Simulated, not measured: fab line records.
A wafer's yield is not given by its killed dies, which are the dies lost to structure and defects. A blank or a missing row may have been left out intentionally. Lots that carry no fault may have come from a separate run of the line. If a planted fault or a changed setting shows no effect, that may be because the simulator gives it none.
A lot that was struck, set against a sound lot ; flow sky130 ; 35 steps out of a route of 708
Sound: wafers L497.3, L497.4, L497.6. Struck: wafer L500.3. (L500.1, L500.5 of the same lot were not struck and are left out.) The cause comes at the end.
Order at every step that has rows: each side's tool, ch and its chambers, its first start. Under that, the readings that differ: sound wafers ; struck wafers ; difference of the means ; sigmas: that difference in standard deviations of wafers without a fault.
alike: a reading whose means differ by less than 2 such deviations, as well as words and numbers matching on both sides. not compared: withheld readings; readings where some wafer has no value; bounds like >300 that might hide an equal value; numbers whose values overlap and for which the record gives no deviation.
The two part at a step that has a row with sigmas, a row that says differs or no value, or rows on one side only. Non-overlapping numbers with no deviation appear without sigmas and do not part them. A reading missing from all wafers of one side parts the sides only when that side holds two or more wafers.

first, 4 steps without rows for these wafers: SKY_METAL5_SOFTBAKE_10 (time 60 s); SKY_METAL5_EXPOSE_11 (exposes mask MM5, target cd 1600 nm); SKY_METAL5_PEB_12; SKY_METAL5_DEVELOP_13 (develop time 60 s).
SKY_METAL5_DESCUM_14: chemistry O2, time 11 s.
  sound on rie-metal-04 ch 0,1, day 46 08:40; struck on rie-metal-03 ch 1, day 46 21:13
  alike: drypump-motor-current-A, oes-product-au
  not compared: rf-hours-counter-h
SKY_METAL5_METAL_ETCH_15: etches the open film in Cl2/BCl3, stops on SiO2, target depth 1260 nm, time 252 s.
  sound on rie-metal-04 ch 0,1, day 46 08:46; struck on rie-metal-03 ch 1, day 46 21:14
reading;sound;struck;difference;sigmas
drypump-motor-current-A (A);5.7 6.0 5.7;6.4;+0.6;+2
  alike: bcl3-flow-sccm, oes-product-au, throttle-valve-pct
  not compared: rf-hours-counter-h
SKY_METAL5_STRIP_16: strips in O2/N2.
  sound on plasma-asher-03 ch 0,1, day 46 08:58; struck on plasma-asher-04 ch 1, day 46 21:29
  alike: drypump-motor-current-A, oes-product-au, strip-time-to-endpoint-s
  not compared: rf-hours-counter-h
then, 3 steps without rows for these wafers: SKY_METAL5_STRIP_17 (strips in post etch residue remover, time 1200 s); SKY_METAL5_CLEAN_18 (cleans in IPA, time 180 s); SKY_METAL5_CLEAN_19 (cleans in O3/DIW).
SKY_PASSIVATION_CVD_00: deposits SiO2, target thk 90 nm.
  sound on pecvd-04 ch 1,2, day 46 09:32; struck on pecvd-02 ch 1, day 46 22:04
  alike: heater-power-w, susceptor-temp-C
SKY_PASSIVATION_THK_MEAS_01:
  sound: film-metro-02 at day 46 09:34; struck: film-metro-02 at day 46 22:05
  alike: PASSIVATION_CVD_00_THK
SKY_PASSIVATION_CVD_02: deposits Si3N4, target thk 540 nm.
  sound on pecvd-01 ch 0,2, day 46 09:37; struck on pecvd-01 ch 0, day 46 22:09
reading;sound;struck;difference;sigmas
model.Si3N4_of_PASSIVATION_CVD_02.thk-nm (nm);530.4 537.8 540.1;248.3;-287.8;
  alike: heater-power-w, susceptor-temp-C
SKY_PASSIVATION_THK_MEAS_03:
  sound: film-metro-01 at day 46 09:51; struck: film-metro-04 at day 46 22:23
reading;sound;struck;difference;sigmas
PASSIVATION_CVD_02_THK (nm);531 538 540;248;-288;-47
then, 7 steps without rows for these wafers: SKY_PASSIVATION_DEHYDRATE_04 (time 60 s); SKY_PASSIVATION_HMDS_05 (prime time 60 s); SKY_PASSIVATION_COAT_06 (resist thk 3000 nm); SKY_PASSIVATION_SOFTBAKE_07; SKY_PASSIVATION_EXPOSE_08 (exposes mask NSM, target cd 3000 nm); SKY_PASSIVATION_PEB_09; SKY_PASSIVATION_DEVELOP_10 (develop time 61.54 s).
SKY_PASSIVATION_ETCH_11: etches the open film in CF4/O2, stops on AlCu, target depth 725 nm, time 161.1 s.
  sound on rie-diel-01 ch 0,2,3, day 47 06:19; struck on rie-diel-02 ch 1, day 47 18:10
reading;sound;struck;difference;sigmas
oes-product-au (a.u.);0.975 0.976 0.968;0.736;-0.237;-37
throttle-valve-pct (%);5.971 5.939 5.971;5.888;-0.072;-8
model.PASSIVATION.feature-depth-nm (nm);693.2 701.6 703.5;410.9;-288.5;
model.etch.depth-nm (nm);693.2 701.6 703.5;410.9;-288.5;
  alike: drypump-motor-current-A
  not compared: rf-hours-counter-h
SKY_PASSIVATION_STRIP_12: strips in O2/N2.
  sound on plasma-asher-03 ch 0,1, day 47 06:27; struck on plasma-asher-03 ch 0, day 47 18:16
  alike: drypump-motor-current-A, oes-product-au, strip-time-to-endpoint-s
  not compared: rf-hours-counter-h
then, 7 steps without rows for these wafers: SKY_PAD_OPEN_DEHYDRATE_00 (time 58.43 s); SKY_PAD_OPEN_HMDS_01 (prime time 60 s); SKY_PAD_OPEN_COAT_02 (resist thk 3000 nm); SKY_PAD_OPEN_SOFTBAKE_03; SKY_PAD_OPEN_EXPOSE_04 (exposes mask PDM, target cd 60000 nm); SKY_PAD_OPEN_PEB_05; SKY_PAD_OPEN_DEVELOP_06 (develop time 60 s).
SKY_PAD_OPEN_ETCH_07: etches the open film in CF4/O2, stops on AlCu, target depth 725 nm, time 161.1 s.
  sound on rie-diel-01 ch 0,1,3, day 48 01:34; struck on rie-diel-03 ch 1, day 48 13:01
reading;sound;struck;difference;sigmas
oes-product-au (a.u.);0.975 0.976 0.979;0.727;-0.250;-40
throttle-valve-pct (%);5.955 5.961 5.963;5.898;-0.062;-7
model.PAD_OPEN.feature-depth-nm (nm);693.2 701.6 703.5;410.9;-288.5;
model.etch.depth-nm (nm);693.2 701.6 703.5;410.9;-288.5;
  alike: drypump-motor-current-A
  not compared: rf-hours-counter-h
then, 1 step without rows for these wafers: SKY_PAD_OPEN_STRIP_08 (strips in O2/N2).
SKY_PAD_OPEN_STRIP_09: strips in post etch residue remover, time 1200 s.
  sound on wet-bench-03 ch 3, day 48 01:48; struck on wet-bench-02 ch 0, day 48 13:14
reading;sound;struck;difference;sigmas
model.Si3N4_of_PASSIVATION_CVD_02.thk-nm (nm);530 537.4 539.8;247.9;-287.8;
then, 1 step without rows for these wafers: SKY_PAD_OPEN_CLEAN_10 (cleans in IPA, time 180 s).
SKY_PAD_OPEN_PROBE_99:
  sound: prober-02 at day 48 04:03; struck: prober-02 at day 48 15:26
reading;sound;struck;difference;sigmas
defect-limited-yield (%);84.8 83.3 83.9;79.1;-4.9;-3
killed-at-contacts;19 32 18;35;+12;+2
killed-dies;75 82 79;103;+24;+3
killed-on-rim;15 18 11;23;+8;+2
sort_bin_6_memory (%);5.1 5.9 4.9;7.7;+2.4;+2
sort-n-pass;417 410 413;389;-24;-3
sort-yield-pct (%);84.8 83.3 83.9;79.1;-4.9;-3
  alike: killed_at_M0_to_M3, killed_at_M4_up, killed-at-front-end, killed-at-other, killed-open, killed-short, sort_bin_3_pad_short, sort_bin_5_function

## WHERE THEY PART
Earliest at SKY_METAL5_METAL_ETCH_15; latest, in this record, at SKY_PAD_OPEN_PROBE_99.

WHY: whatever the simulator had introduced
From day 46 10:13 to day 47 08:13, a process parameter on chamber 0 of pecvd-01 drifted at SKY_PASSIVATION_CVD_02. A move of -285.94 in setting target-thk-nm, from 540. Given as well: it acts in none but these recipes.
